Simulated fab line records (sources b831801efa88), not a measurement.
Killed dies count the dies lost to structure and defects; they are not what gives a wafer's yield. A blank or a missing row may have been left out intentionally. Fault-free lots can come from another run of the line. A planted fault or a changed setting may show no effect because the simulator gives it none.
A lot that was struck, set against a sound lot ; flow sky130 ; 14 out of 708 route steps
Sound: the wafers L242.1, L242.3, L242.6. Wafers L259.4, L259.5, L259.6 were the ones struck. The cause comes at the end.
For every step that has rows: the tool of each side, followed by ch and its chambers, followed by its first start. Under that, the readings that differ: sound wafers ; struck wafers ; difference of the means ; sigmas: that difference in standard deviations of wafers without a fault.
alike: readings with means less than 2 such deviations apart, plus words and numbers identical on both sides. not compared: withheld readings, readings lacking a value on some wafer, bounds such as >300 that could conceal the same value, and numbers that have no deviation in the record and whose values overlap.
A row with sigmas, a row that says differs or no value, or rows on one side alone: a step with any of these is where the two part. Numbers that have no deviation but don't overlap get no sigmas and don't part them. A reading that every wafer of one side lacks parts them only if that side has two wafers or more.

first, 1 step without rows for these wafers: SKY_CAP2M_DEVELOP_11 (develop time 60 s).
SKY_CAP2M_OVL_MEAS_12:
  sound: overlay-01 at day 41 09:14; struck: overlay-02 at day 45 17:41
  alike: CAP2M_OVL
SKY_CAP2M_METAL_ETCH_13: etches TiN in Cl2/BCl3, stops on SiO2, target depth 220 nm, time 62.9 s.
  sound on rie_metal-02 ch 0,1, day 41 09:17; struck on rie_metal-02 ch 0,1, day 45 17:44
  alike: drypump_motor_current_A, oes_product_au, throttle_valve_pct
  not compared: rf_hours_counter_h
SKY_CAP2M_STRIP_14: strips in O2/N2.
  sound on plasma_asher-04 ch 0,1, day 41 09:22; struck on plasma_asher-02 ch 0,1, day 45 17:49
  alike: drypump_motor_current_A, oes_product_au, strip_time_to_endpoint_s
  not compared: rf_hours_counter_h
then, 8 steps without rows for these wafers: SKY_CAP2M_STRIP_15 (strips in post etch residue remover, time 1200 s); SKY_CAP2M_CLEAN_16 (cleans in IPA, time 180 s); SKY_CAP2M_CLEAN_17 (cleans in O3/DIW); SKY_METAL4_DEHYDRATE_05 (time 60 s); SKY_METAL4_HMDS_06 (prime time 60 s); SKY_METAL4_COAT_07 (resist thk 60 nm); SKY_METAL4_COAT_08 (resist thk 1140 nm); SKY_METAL4_SOFTBAKE_09 (time 90 s).
SKY_METAL4_EXPOSE_10: exposes mask MM4, target cd 300 nm.
  sound on krf_scanner-02 ch 0, day 41 22:38; struck on krf_scanner-02, day 46 05:04
  no value came back on the struck wafers for exposure_dose_mJ_cm2, focus_offset_nm (nm), na; on the sound wafers exposure_dose_mJ_cm2 reads 27.99 28.02 28.01
  alike: mask
next, for these wafers, 1 step has no rows: SKY_METAL4_PEB_11.

== WHERE THEY PART ==
Only at SKY_METAL4_EXPOSE_10, as far as this record shows.

WHY: what had been put in by the simulator
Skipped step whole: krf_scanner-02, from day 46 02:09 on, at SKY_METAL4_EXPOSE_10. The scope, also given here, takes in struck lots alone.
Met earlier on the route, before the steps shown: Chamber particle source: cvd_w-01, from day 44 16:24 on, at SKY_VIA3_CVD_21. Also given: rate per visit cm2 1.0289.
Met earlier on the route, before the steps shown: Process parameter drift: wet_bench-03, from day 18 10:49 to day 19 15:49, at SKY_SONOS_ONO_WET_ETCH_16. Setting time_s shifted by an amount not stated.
